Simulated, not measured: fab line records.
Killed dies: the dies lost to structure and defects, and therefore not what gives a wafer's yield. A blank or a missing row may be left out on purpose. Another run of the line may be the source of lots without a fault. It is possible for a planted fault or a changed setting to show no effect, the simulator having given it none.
One fault seen from 2 desks    flow sfq_line    numbers are kept per desk, each desk with only its own; the story behind them comes last

== FROM THE METROLOGY DESK ==
What the gauges read, lot by lot, whatever tool the lot ran on: means of the sampled wafers that have a number. A lot is out of limits, marked OUT, if its mean lies more than 4 standard deviations from the usual mean; the brackets give that distance.
Columns: A = M1_NB_RS at SFQ_M1_RS_MEAS_909, usual 0.893 ohm/sq; B = M2_NB_RS at SFQ_M2_RS_MEAS_914, usual 0.885 ohm/sq
lot   first seen here  A      B
L790  day 17 10:53     0.892  0.883
L791  day 17 15:41     0.906  0.877
L793  day 18 19:36     0.900  0.885
L794  day 19 07:24     0.903  0.884
L795  day 20 07:59     0.891  0.880
L796  day 20 16:15     0.896  0.906
L797  day 21 03:16     0.899  0.885
L798  day 21 17:28     0.882  0.888
L799  day 22 09:04     0.894  0.885
L800  day 22 21:39     0.898  0.891
L809  day 26 04:59     0.902  0.882
L810  day 26 22:28     0.914  0.888
L811  day 27 03:49     0.889  0.894
L813  day 28 03:56     0.899  0.879
This desk's verdict: no lot among the 14 shows anything out of limits.

== TOOL OWNER'S DESK, pvd_sputter-03 ==
The tool's own readings at SFQ_TRILAYER_M1_DEP_SPUTTER_037 (material Nb, target thk 200 nm, time 133.3 s): means of the sampled wafers that have a number, for each lot that ran on this tool. A lot is out of limits, marked OUT, if its mean lies more than 4 standard deviations from the usual mean; the brackets give that distance.
Columns: A = chamber_pressure_pa at SFQ_TRILAYER_M1_DEP_SPUTTER_037, usual 0.13334 Pa; B = throttle_valve_pct at SFQ_TRILAYER_M1_DEP_SPUTTER_037, usual 30.3 %
lot   first seen here  A        B
L790  day 17 10:47     0.13333  30.0
L795  day 20 07:50     0.13340  30.7
L799  day 22 08:58     0.13332  30.8
L809  day 26 04:54     0.13332  30.8
L810  day 26 22:21     0.13312  31.1
This desk's verdict: no lot among the 5 shows anything out of limits.

== ALL TOGETHER ==
Metrology desk: nothing out of limits seen.
The desk of the tool owner found nothing out of limits.

== WHAT HAD BEEN PUT IN BY THE SIMULATOR ==
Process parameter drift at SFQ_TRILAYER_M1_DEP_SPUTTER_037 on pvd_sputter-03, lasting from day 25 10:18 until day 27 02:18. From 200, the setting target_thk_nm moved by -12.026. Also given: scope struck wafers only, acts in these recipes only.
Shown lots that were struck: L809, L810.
